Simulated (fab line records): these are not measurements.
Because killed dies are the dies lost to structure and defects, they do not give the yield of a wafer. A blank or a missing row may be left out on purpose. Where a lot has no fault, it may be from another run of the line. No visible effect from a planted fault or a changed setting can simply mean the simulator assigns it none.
Which of the tools did it? ; flow sky130 ; 12 lots with 36 wafers sampled at 5 steps, on a route of 708 steps

## WHAT EACH GAUGE READ, for each wafer
SKY_VIA1_THK_MEAS_01. Usual: VIA1_HDPCVD_THK gives 1027 nm (standard deviation 12).
lot;measured;on;VIA1_HDPCVD_THK (nm);flag
L429;day 32 17:39;film-metro-01;1020 1006 1036;
L431;day 33 08:47;film-metro-01;1020 1024 1029;
L434;day 34 06:13;film-metro-02;1007 1031 1018;
L435;day 34 12:28;film-metro-01;1055 1025 1016;
L436;day 35 01:32;film-metro-01;1032 1031 1035;
L437;day 35 19:40;film-metro-02;1036 1030 1010;
L440;day 36 17:50;film-metro-02;1026 823 1039;OFF
L441;day 36 23:42;film-metro-02;818 1020 1031;OFF
L442;day 37 01:56;film-metro-02;816 1012 1015;OFF
L445;day 37 22:32;film-metro-04;1035 1017 1001;
L451;day 39 19:01;film-metro-02;1045 1027 1054;
L452;day 39 22:32;film-metro-01;1033 1041 1045;

SKY_VIA1_CD_MEAS_12: the cd target is 150 nm. Usual: cd-nm 149.7 nm, standard deviation 1.6.
lot;measured;on;cd-nm (nm);flag
L429;day 33 21:12;cd-sem-01;147.6 147.3 147.3;
L431;day 34 13:13;cd-sem-01;151.2 149.7 150.4;
L434;day 35 10:37;cd-sem-02;151.3 151.9 150.6;
L435;day 35 16:11;cd-sem-02;153.2 151.7 152.0;
L436;day 36 05:22;cd-sem-01;148.7 149.0 149.1;
L437;day 36 21:53;cd-sem-01;149.2 146.9 148.0;
L440;day 37 20:13;cd-sem-01;147.5 147.7 149.2;
L441;day 38 02:13;cd-sem-02;149.9 150.7 149.0;
L442;day 38 04:35;cd-sem-01;146.9 149.2 148.1;
L445;day 39 00:56;cd-sem-02;150.3 151.2 149.6;
L451;day 40 19:54;cd-sem-01;150.5 153.1 152.5;
L452;day 40 23:16;cd-sem-01;151.0 147.4 149.9;

## TOOL THAT RAN EACH LOT (tool first, then ch and the chambers of the sampled wafers, then the start)
lot;SKY_CONTACT_CVD_24;SKY_METAL1_SPUTTER_04;SKY_VIA1_HDPCVD_00
L429;cvd-w-01 ch 0,1, day 31 12:27;pvd-sputter-02, day 31 13:05;hdpcvd-02 ch 0,1,2, day 32 17:34
L431;cvd-w-02 ch 0,1, day 32 03:43;pvd-sputter-04, day 32 04:23;hdpcvd-01 ch 0,1, day 33 08:40
L434;cvd-w-02 ch 0,1, day 33 00:47;pvd-sputter-02, day 33 01:28;hdpcvd-01 ch 0,1,2, day 34 06:05
L435;cvd-w-01 ch 0,1, day 33 07:05;pvd-sputter-02, day 33 07:46;hdpcvd-02 ch 0,1,2, day 34 12:21
L436;cvd-w-02 ch 0,1, day 33 20:28;pvd-sputter-01, day 33 21:08;hdpcvd-02 ch 1,2, day 35 01:24
L437;cvd-w-01 ch 1, day 34 13:55;pvd-sputter-01, day 34 14:43;hdpcvd-01 ch 1,2, day 35 19:33
L440;cvd-w-02 ch 0, day 35 13:04;pvd-sputter-01, day 35 13:45;hdpcvd-01 ch 0,1,2, day 36 17:43
L441;cvd-w-01 ch 0, day 35 19:20;pvd-sputter-02, day 35 20:01;hdpcvd-01 ch 0,2, day 36 23:35
L442;cvd-w-02 ch 1, day 35 21:48;pvd-sputter-01, day 35 22:33;hdpcvd-01 ch 0,1, day 37 01:49
L445;cvd-w-02 ch 0,1, day 36 18:37;pvd-sputter-02, day 36 19:18;hdpcvd-02 ch 0,1,2, day 37 22:25
L451;cvd-w-02 ch 0,1, day 38 16:38;pvd-sputter-01, day 38 17:17;hdpcvd-01 ch 0,1,2, day 39 18:56
L452;cvd-w-02 ch 0,1, day 38 20:13;pvd-sputter-02, day 38 20:54;hdpcvd-01 ch 1,2, day 39 22:25
- SKY_CONTACT_CVD_24: deposits W, target thk 340 nm, time 102.12 s.
- SKY_METAL1_SPUTTER_04: material TiN, target thk 70 nm, time 58.3 s.
- SKY_VIA1_HDPCVD_00: deposits SiO2, target thk 1030 nm, time 171.7 s.

## AS READ BY THE TOOLS THEMSELVES (means over the sampled wafers that have a number; for cases with no such wafer, the mark the record gives instead)
SKY_CONTACT_CVD_24. Usual: heater-power-w 847 W, standard deviation 32.
lot;tool;heater-power-w (W);flag
L429;cvd-w-01;810;
L431;cvd-w-02;872;
L434;cvd-w-02;857;
L435;cvd-w-01;833;
L436;cvd-w-02;854;
L437;cvd-w-01;800;
L440;cvd-w-02;858;
L441;cvd-w-01;874;
L442;cvd-w-02;837;
L445;cvd-w-02;854;
L451;cvd-w-02;848;
L452;cvd-w-02;849;

SKY_METAL1_SPUTTER_04. Usual: throttle-valve-pct 29.5 %, standard deviation 0.84.
lot;tool;throttle-valve-pct (%);flag
L429;pvd-sputter-02;29.0;
L431;pvd-sputter-04;30.2;
L434;pvd-sputter-02;29.7;
L435;pvd-sputter-02;28.4;
L436;pvd-sputter-01;30.2;
L437;pvd-sputter-01;29.2;
L440;pvd-sputter-01;29.3;
L441;pvd-sputter-02;28.9;
L442;pvd-sputter-01;29.4;
L445;pvd-sputter-02;29.7;
L451;pvd-sputter-01;29.4;
L452;pvd-sputter-02;30.1;

SKY_VIA1_HDPCVD_00. Usual: pressure-mtorr 6.004 mTorr, standard deviation 0.011; sih4-flow-sccm 59.98 sccm, standard deviation 0.18.
lot;tool;pressure-mtorr (mTorr);sih4-flow-sccm (sccm);flag
L429;hdpcvd-02;6.005;59.88;
L431;hdpcvd-01;5.995;59.93;
L434;hdpcvd-01;6.003;60.18;
L435;hdpcvd-02;5.999;60.01;
L436;hdpcvd-02;6.009;59.74;
L437;hdpcvd-01;5.988;59.94;
L440;hdpcvd-01;6.012;56.10;OFF
L441;hdpcvd-01;5.995;55.99;OFF
L442;hdpcvd-01;6.007;55.93;OFF
L445;hdpcvd-02;6.001;59.89;
L451;hdpcvd-01;6.009;60.10;
L452;hdpcvd-01;5.996;59.98;

## THE ANSWER, worked out from the rows above alone
Rule: a lot is off if the mean of its wafers that have a number lies more than 3 standard deviations from the usual mean. Also off: a lot with no number at a reading for which 4 or more lots have one. All remaining lots with rows at the step are treated as sound. First the gauges in route order, then the tools' own readings, where a lot's mean is used as printed above. At the first step where some lot is off, the reading lying furthest off is the one used; lots without a number count as furthest.
Off: L440, L441, L442, at SKY_VIA1_THK_MEAS_01 (VIA1_HDPCVD_THK).
If a tool, at a process step before that reading, ran all the lots that are off and no sound lot after the first of them, it fits. Not tried: the gauges at SKY_VIA1_THK_MEAS_01; whatever is off there is also off at SKY_VIA1_HDPCVD_00, on other tools, and gauge error can't account for it. None of those tried fits.

## WHAT HAD BEEN PUT IN BY THE SIMULATOR
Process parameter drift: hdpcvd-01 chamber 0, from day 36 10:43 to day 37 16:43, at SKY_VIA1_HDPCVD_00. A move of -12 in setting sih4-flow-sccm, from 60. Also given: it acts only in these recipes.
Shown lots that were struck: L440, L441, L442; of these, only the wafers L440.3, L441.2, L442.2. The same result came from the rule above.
